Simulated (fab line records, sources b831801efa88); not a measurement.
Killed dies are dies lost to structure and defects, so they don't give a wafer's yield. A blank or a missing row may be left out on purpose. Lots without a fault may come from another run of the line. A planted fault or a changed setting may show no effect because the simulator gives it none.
One fault seen from 2 desks | flow gf180mcu | each desk has only its own numbers; what lay behind them comes last

THE METROLOGY DESK
What the gauges read, lot by lot, whatever tool the lot ran on: means of the sampled wafers that have a number. A lot is out of limits, marked OUT, if its mean lies more than 4 standard deviations from the usual mean; the brackets give that distance.
Columns: A = V2_W_RS at GF_V2_RS_MEAS_24, usual 0.327 ohm/sq; B = V2_W_THK at GF_V2_THK_MEAS_25, usual 346 nm; C = M3_ALCU_RS at GF_M3_RS_MEAS_05, usual 0.0692 ohm/sq; D = M3_ALCU_THK at GF_M3_THK_MEAS_06, usual 453 nm
lot  | first seen here | A     | B   | C                 | D
L740 | day 22 12:08    | 0.325 | 343 | 0.0700            | 451
L743 | day 23 06:14    | 0.325 | 349 | 0.0689            | 455
L748 | day 26 01:47    | 0.327 | 349 | 0.0690            | 452
L750 | day 26 03:00    | 0.336 | 335 | 0.0568 (-18) OUT  | 560 (+24) OUT
L753 | day 26 21:05    | 0.334 | 341 | 0.0635 (-8.3) OUT | 504 (+12) OUT
L758 | day 28 09:54    | 0.322 | 349 | 0.0698            | 446
This desk's finding: out of limits on L750, L753; first on L750, day 26 03:43 (M3_ALCU_RS at GF_M3_RS_MEAS_05). In limits: L740, L743, L748, L758.

THE TOOL OWNER'S DESK: pvd_sputter-03
The tool's own readings at GF_M3_SPUTTER_02 (material AlCu, target thk 450 nm, time 23.9 s): means of the sampled wafers that have a number, for each lot that ran on this tool. A lot is out of limits, marked OUT, if its mean lies more than 4 standard deviations from the usual mean; the brackets give that distance.
Columns: A = throttle_valve_pct at GF_M3_SPUTTER_02, usual 30.3 %
lot  | first seen here | A
L740 | day 22 12:44    | 31.3
L750 | day 26 03:37    | 30.3
L753 | day 26 21:43    | 31.4
This desk's finding: nothing out of limits on any of the 3 lots.

PUT TOGETHER
The metrology desk could have raised an alarm at day 26 03:43, on L750, L753.
The tool owner's desk saw nothing out of limits.
The tool owner's desk has L750, L753 on record, within its limits.
Of the lots named, all ran GF_M3_SPUTTER_02 on pvd_sputter-03.

WHAT THE SIMULATOR HAD PUT IN
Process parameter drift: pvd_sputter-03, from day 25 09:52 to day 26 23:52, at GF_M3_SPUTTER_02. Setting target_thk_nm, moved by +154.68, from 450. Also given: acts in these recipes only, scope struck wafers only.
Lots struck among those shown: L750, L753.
Hours from the fault's start to each desk's first reading out of limits: the metrology desk, 18.
